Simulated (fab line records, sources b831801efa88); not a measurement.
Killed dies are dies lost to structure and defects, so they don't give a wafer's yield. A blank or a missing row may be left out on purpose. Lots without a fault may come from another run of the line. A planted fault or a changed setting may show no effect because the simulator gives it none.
A struck lot beside a sound one | flow sky130 | 43 steps out of a route of 708
Sound: wafers L677.1, L677.2, L677.5. Struck: wafers L695.4, L695.5, L695.6. The cause comes at the end.
At each step with rows: each side's tool, then ch and its chambers, then its first start. Under that, the readings that differ: sound wafers | struck wafers | difference of the means | sigmas: that difference in standard deviations of wafers without a fault.
alike: readings whose means differ by less than 2 such deviations, and words and numbers that are the same on both sides. not compared: withheld readings, readings that some wafer has no value for, bounds like >300 that may hide the same value, and numbers for which the record gives no deviation and whose values overlap.
The two part at a step that has a row with sigmas, a row that says differs or no value, or rows on one side only. Numbers that don't overlap but have no deviation are shown without sigmas and don't part them. A reading that every wafer of one side lacks parts them only if that side has two wafers or more.

first, 5 steps without rows for these wafers: SKY_LDD_N_COAT_02 (resist thk 300 nm); SKY_LDD_N_SOFTBAKE_03 (time 60 s); SKY_LDD_N_EXPOSE_04 (exposes mask NTM, target cd 840 nm); SKY_LDD_N_PEB_05; SKY_LDD_N_DEVELOP_06 (develop time 60 s).
SKY_LDD_N_OVL_MEAS_07:
  sound on overlay-02, day 18 01:46; struck on overlay-01, day 24 19:08
  alike: LDD_N_OVL
then, 6 steps without rows for these wafers: SKY_LDD_N_IMPLANT_08; SKY_LDD_N_IMPLANT_09; SKY_LDD_N_IMPLANT_10; SKY_LDD_N_IMPLANT_11; SKY_LDD_N_IMPLANT_12; SKY_LDD_N_IMPLANT_13.
SKY_LDD_N_IMPLANT_14:
  sound on implanter-04 ch 0, day 18 02:42; struck on implanter-04 ch 0, day 24 20:08
then, 1 step without rows for these wafers: SKY_LDD_N_IMPLANT_15.
SKY_LDD_N_STRIP_16: strips in O2/N2.
  sound on plasma_asher-03 ch 0,1, day 18 03:00; struck on plasma_asher-02 ch 0,1, day 24 20:23
  reading                     | sound       | struck      | difference | sigmas
  drypump_motor_current_A (A) | 6.4 6.0 6.4 | 5.5 5.8 5.6 | -0.6       | -2
  alike: oes_product_au, strip_time_to_endpoint_s
  not compared: rf_hours_counter_h
SKY_LDD_N_TW_MEAS_17:
  sound on film_metro-03, day 18 03:06; struck on film_metro-04, day 24 20:29
  alike: LDD_N_TW
then, 7 steps without rows for these wafers: SKY_LDD_P_DEHYDRATE_00 (time 60 s); SKY_LDD_P_HMDS_01 (prime time 60 s); SKY_LDD_P_COAT_02 (resist thk 1140 nm); SKY_LDD_P_SOFTBAKE_03 (time 60 s); SKY_LDD_P_EXPOSE_04 (exposes mask PSDM, target cd 380 nm); SKY_LDD_P_PEB_05; SKY_LDD_P_DEVELOP_06 (develop time 60 s).
SKY_LDD_P_CD_MEAS_07: target cd 380 nm.
  sound on cd_sem-02, day 19 09:53; struck on cd_sem-02, day 26 01:31
  alike: cd_nm
SKY_LDD_P_OVL_MEAS_08:
  sound on overlay-01, day 19 10:00; struck on overlay-01, day 26 01:36
  alike: LDD_P_OVL
then, 1 step without rows for these wafers: SKY_LDD_P_IMPLANT_09.
SKY_LDD_P_STRIP_10: strips in O2/N2.
  sound on plasma_asher-02 ch 0,1, day 19 10:11; struck on plasma_asher-01 ch 0,1, day 26 01:48
  alike: drypump_motor_current_A, oes_product_au, strip_time_to_endpoint_s
  not compared: rf_hours_counter_h
SKY_LDD_P_TW_MEAS_11:
  sound on film_metro-04, day 19 10:17; struck on film_metro-04, day 26 01:53
  alike: LDD_P_TW
then, 7 steps without rows for these wafers: SKY_LDD_HVN_DEHYDRATE_00 (time 60 s); SKY_LDD_HVN_HMDS_01 (prime time 60 s); SKY_LDD_HVN_COAT_02 (resist thk 300 nm); SKY_LDD_HVN_SOFTBAKE_03 (time 60 s); SKY_LDD_HVN_EXPOSE_04 (exposes mask HVNTM, target cd 700 nm); SKY_LDD_HVN_PEB_05; SKY_LDD_HVN_DEVELOP_06 (develop time 60 s).
SKY_LDD_HVN_OVL_MEAS_07:
  sound on overlay-01, day 20 15:19; struck on overlay-02, day 27 07:32
  alike: LDD_HVN_OVL
then, 1 step without rows for these wafers: SKY_LDD_HVN_IMPLANT_08.
SKY_LDD_HVN_STRIP_09: strips in O2/N2.
  sound on plasma_asher-02 ch 0,1, day 20 15:31; struck on plasma_asher-02 ch 0,1, day 27 07:44
  alike: drypump_motor_current_A, oes_product_au, strip_time_to_endpoint_s
  not compared: rf_hours_counter_h
SKY_LDD_HVN_TW_MEAS_10:
  sound on film_metro-02, day 20 15:37; struck on film_metro-02, day 27 07:50
  alike: LDD_HVN_TW
then, 3 steps without rows for these wafers: SKY_LDD_HVP_DEHYDRATE_00 (time 60 s); SKY_LDD_HVP_HMDS_01 (prime time 60 s); SKY_LDD_HVP_COAT_02 (resist thk 300 nm).
-- the record jumps here: 23 days lie between the struck wafers' starts before and after (it left off in module LDD_HVP and takes up again in module PAD_OPEN, whose first step shown is number 708 of the route) --
SKY_PAD_OPEN_PROBE_99:
  sound on prober-02, day 46 03:51; struck on prober-02, day 50 05:13
  reading                                           | sound                | struck               | difference | sigmas
  model.etest.diode_nwell_sub.leak_log10_a_cm2      | -7.543 -7.422 -7.226 | -6.526 -6.309 -6.202 | +1.051     |
  model.etest.diode_dnwell_sub.leak_log10_a_cm2     | -7.285 -7.481 -7.198 | -6.408 -6.256 -6.505 | +0.932     |
  model.etest.diode_pwell_dnwell.leak_log10_a_cm2   | -7.549 -7.778 -7.916 | -6.53 -6.728 -6.788  | +1.07      |
  model.etest.diode_ndiff_pwell_hv.leak_log10_a_cm2 | -6.65 -6.657 -6.302  | -6.261 -6.252 -6.07  | +0.342     |
  model.etest.diode_pdiff_nwell_hv.leak_log10_a_cm2 | -6.63 -6.583 -6.385  | -6.321 -5.995 -6.169 | +0.371     |
  model.etest.diode_pdiff_nwell.leak_log10_a_cm2    | -7.317 -7.101 -7.389 | -6.958 -6.818 -6.832 | +0.400     |
  model.etest.diode_ndiff_pwell.leak_log10_a_cm2    | -7.304 -7.239 -7.423 | -6.812 -6.704 -6.677 | +0.591     |
  model.etest.nfet_16v.off_log10_a_um               | -13.75 -13.9 -13.87  | -13.37 -13.49 -13.37 | +0.43      |
  alike: killed_at_M0_to_M3, killed_at_M4_up, killed_at_contacts, killed_at_front_end, killed_at_other, killed_dies, killed_open, killed_short

WHERE THEY PART
Only at SKY_LDD_N_STRIP_16, within this record. Later steps at which nothing parts them and some readings are alike: SKY_LDD_N_TW_MEAS_17, SKY_LDD_P_CD_MEAS_07, SKY_LDD_P_OVL_MEAS_08, SKY_LDD_P_STRIP_10, SKY_LDD_P_TW_MEAS_11, SKY_LDD_HVN_OVL_MEAS_07, SKY_LDD_HVN_STRIP_09, SKY_LDD_HVN_TW_MEAS_10, SKY_PAD_OPEN_PROBE_99.

WHY: what the simulator had put in
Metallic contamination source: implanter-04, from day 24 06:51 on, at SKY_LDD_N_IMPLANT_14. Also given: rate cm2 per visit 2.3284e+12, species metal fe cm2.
